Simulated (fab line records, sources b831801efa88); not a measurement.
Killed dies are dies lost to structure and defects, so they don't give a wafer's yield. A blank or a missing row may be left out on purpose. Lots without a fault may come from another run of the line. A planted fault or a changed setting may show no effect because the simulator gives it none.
One fault seen from 2 desks | flow gf180mcu | each desk has only its own numbers; what lay behind them comes last

THE TOOL OWNER'S DESK: implanter-02
The tool's own readings at GF_HV_LDD_IMPLANT_36: means of the sampled wafers that have a number, for each lot that ran on this tool. A lot is out of limits, marked OUT, if its mean lies more than 4 standard deviations from the usual mean; the brackets give that distance.
Columns: A = beam_on_s at GF_HV_LDD_IMPLANT_36, usual 9.99 s; B = dose_ions_cm2 at GF_HV_LDD_IMPLANT_36, usual 7.501e+12; C = end_station_pressure_torr at GF_HV_LDD_IMPLANT_36, usual 5.01e-06 Torr; D = faraday_current_uA at GF_HV_LDD_IMPLANT_36, usual 42.4
lot  | first seen here | A     | B                           | C        | D
L901 | day 15 07:13    | 10.10 | 7.488e+12                   | 5.02e-06 | 41.9
L910 | day 18 03:13    | 9.90  | 5.698e+12 (-99 or more) OUT | 4.91e-06 | 32.5 (-12) OUT
L911 | day 18 07:46    | 9.95  | 5.694e+12 (-99 or more) OUT | 4.87e-06 | 32.3 (-12) OUT
This desk's finding: out of limits on L910, L911; first on L910, day 18 03:13 (dose_ions_cm2 at GF_HV_LDD_IMPLANT_36). In limits: L901.

THE METROLOGY DESK
What the gauges read, lot by lot, whatever tool the lot ran on: means of the sampled wafers that have a number. A lot is out of limits, marked OUT, if its mean lies more than 4 standard deviations from the usual mean; the brackets give that distance.
Columns: A = cd_nm at GF_POLY_GATE_CD_MEAS_10, usual 279.9 nm; B = cd_nm at GF_HV_LDD_CD_MEAS_07, usual 400.8 nm; C = HV_LDD_OVL at GF_HV_LDD_OVL_MEAS_08, usual -0.1 nm; D = HV_LDD_3_TW at GF_HV_LDD_TW_MEAS_38, usual 1435; E = HV_LDD_RS at GF_HV_LDD_RS_MEAS_53, usual 418.8 ohm/sq
lot  | first seen here | A     | B     | C    | D    | E
L892 | day 9 20:49     | 278.8 | 398.7 | 0.4  | 1434 | 419.4
L893 | day 9 22:32     | 280.1 | 399.0 | -0.4 | 1446 | 418.4
L894 | day 10 11:26    | 280.5 | 400.2 | 1.0  | 1442 | 419.0
L896 | day 10 23:23    | 282.3 | 400.7 | -0.7 | 1437 | 418.0
L898 | day 11 12:45    | 280.1 | 402.2 | 0.1  | 1435 | 420.0
L899 | day 11 20:04    | 279.0 | 403.0 | -0.2 | 1439 | 418.7
L901 | day 12 15:15    | 279.2 | 402.6 | -0.4 | 1442 | 419.5
L904 | day 13 08:08    | 276.8 | 404.2 | -1.1 | 1430 | 417.1
L906 | day 13 22:27    | 279.1 | 398.7 | -0.4 | 1430 | 418.4
L909 | day 14 19:08    | 279.5 | 399.1 | 1.0  | 1436 | 418.6
L910 | day 15 05:55    | 281.4 | 403.0 | -0.7 | 1409 | 423.0 (+4.6) OUT
L911 | day 15 06:57    | 279.5 | 399.8 | -0.2 | 1413 | 423.0 (+4.6) OUT
L913 | day 15 21:27    | 279.8 | 400.4 | -1.1 | 1435 | 418.7
This desk's finding: out of limits on L910, L911; first on L910, day 19 04:07 (HV_LDD_RS at GF_HV_LDD_RS_MEAS_53). In limits: L892, L893, L894, L896, L898, L899, L901, L904, L906, L909, L913.

PUT TOGETHER
The tool owner's desk could have raised an alarm at day 18 03:13, on L910, L911.
The metrology desk could have raised an alarm at day 19 04:07, on L910, L911.
Of the lots named, all ran GF_HV_LDD_IMPLANT_36 on implanter-02.

WHAT THE SIMULATOR HAD PUT IN
Process parameter drift: implanter-02, from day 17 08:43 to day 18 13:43, at GF_HV_LDD_IMPLANT_36. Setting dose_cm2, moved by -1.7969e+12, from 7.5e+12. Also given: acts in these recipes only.
Lots struck among those shown: L910, L911.
Hours from the fault's start to each desk's first reading out of limits: the tool owner's desk, 19; the metrology desk, 43.
